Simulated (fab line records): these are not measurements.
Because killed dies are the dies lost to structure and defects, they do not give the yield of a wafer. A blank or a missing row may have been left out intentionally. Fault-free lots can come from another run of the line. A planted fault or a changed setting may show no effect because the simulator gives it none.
Matching of chambers + flow sky130 + pecvd-04 running SKY_CAPM_CVD_00: 3 sister chambers
The step deposits SiO2, target thk 15.5 nm. 14 wafers are shown with their chamber, then 7 later ones without.

## WAFERS WITH THEIR CHAMBER
| wafer  | chamber | heater_power_w (W) |
|--------|---------|--------------------|
| L076.3 | 2       | 798                |
| L076.4 | 1       | 736                |
| L076.6 | 2       | 756                |
| L078.1 | 2       | 766                |
| L078.5 | 0       | 834                |
| L078.6 | 2       | 775                |
| L084.1 | 2       | 664                |
| L084.2 | 1       | 812                |
| L084.5 | 1       | 835                |
| L087.1 | 0       | 816                |
| L087.3 | 2       | 756                |
| L087.4 | 2       | 763                |
| L091.1 | 2       | 769                |
| L091.5 | 0       | 880                |

SIGNATURES (means of the wafers above)
| reading        | chamber 0 | chamber 1 | chamber 2 | scatter within a chamber |
|----------------|-----------|-----------|-----------|--------------------------|
| heater_power_w | 843.33    | 794.33    | 755.88    | 41                       |
Rule: a wafer's distance from a chamber is the root of the sum, over the readings, of the square of ((its reading less the chamber's mean) divided by the reading's scatter). If the next closest chamber is less than 2 further off than the closest, the wafer can't be placed; otherwise it belongs to the closest. The scatter: the root of (the sum of the squares of (reading less its chamber's mean) over the shown wafers, divided by (wafers less chambers)).

## WAFERS WITHOUT THEIR CHAMBER
| wafer  | heater_power_w (W) |
|--------|--------------------|
| L091.6 | 745                |
| L093.1 | 778                |
| L093.2 | 865                |
| L093.4 | 741                |
| L096.2 | 816                |
| L096.4 | 821                |
| L096.5 | 780                |

## WHICH CHAMBER EACH ONE RAN IN
| wafer  | from the rows above          | in truth |
|--------|------------------------------|----------|
| L091.6 | can't be placed: 2 or 1      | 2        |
| L093.1 | can't be placed: 1 or 2 or 0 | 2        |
| L093.2 | can't be placed: 0 or 1      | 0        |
| L093.4 | can't be placed: 2 or 1      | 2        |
| L096.2 | can't be placed: 1 or 0 or 2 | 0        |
| L096.4 | can't be placed: 0 or 1 or 2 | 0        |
| L096.5 | can't be placed: 1 or 2 or 0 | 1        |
Correctly placed: 0 of 7. Can't be placed from these rows: 7 (the true chamber is among the candidates in 7). Wrongly placed: 0.
